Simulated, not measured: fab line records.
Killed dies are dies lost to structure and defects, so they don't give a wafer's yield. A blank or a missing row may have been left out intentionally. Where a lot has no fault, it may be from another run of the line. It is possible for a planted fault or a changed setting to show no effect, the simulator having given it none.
Matching of chambers    flow sky130    cmp-02 running SKY_VIA4_CMP_02: 4 sister chambers
The step polishes SiO2. 7 wafers are shown with their chamber, then 8 later ones without.

WAFERS, EACH WITH ITS CHAMBER
wafer   chamber  motor current A (A)
L987.1  3        11.3
L991.2  3        11.1
L991.6  1        12.0
L102.2  2        11.1
L102.3  0        12.2
L102.4  1        12.2
L105.2  0        12.0

WAFERS MISSING THEIR CHAMBER
wafer   motor current A (A)
L105.4  10.6
L105.6  11.3
L106.3  10.5
L106.4  11.2
L106.5  10.6
L107.4  10.7
L107.5  12.9
L107.6  11.8

THE CHAMBER EACH PASSED THROUGH
wafer   from the rows above      in truth
L105.4  can't be placed: 2 or 3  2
L105.6  can't be placed: 3 or 2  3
L106.3  can't be placed: 2 or 3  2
L106.4  can't be placed: 3 or 2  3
L106.5  can't be placed: 2 or 3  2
L107.4  can't be placed: 2 or 3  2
L107.5  can't be placed: 0 or 1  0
L107.6  can't be placed: 0 or 1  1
Correct placement for 0 of the 8. Cannot be placed on the basis of these rows: 8; the candidates contain the true chamber in 8. 0 placed wrongly.
How it was worked out, from the rows above alone: a wafer's distance from a chamber is the root of the sum, over the readings, of the square of ((its reading less the chamber's mean) divided by the reading's scatter). If the next closest chamber is less than 2 further off than the closest, the wafer can't be placed; otherwise it belongs to the closest. A chamber's mean is the mean of its shown wafers. How the scatter is found: for the shown wafers, subtract from each reading the mean of its chamber, square and add these, divide the total by (wafers less chambers), then take the root.
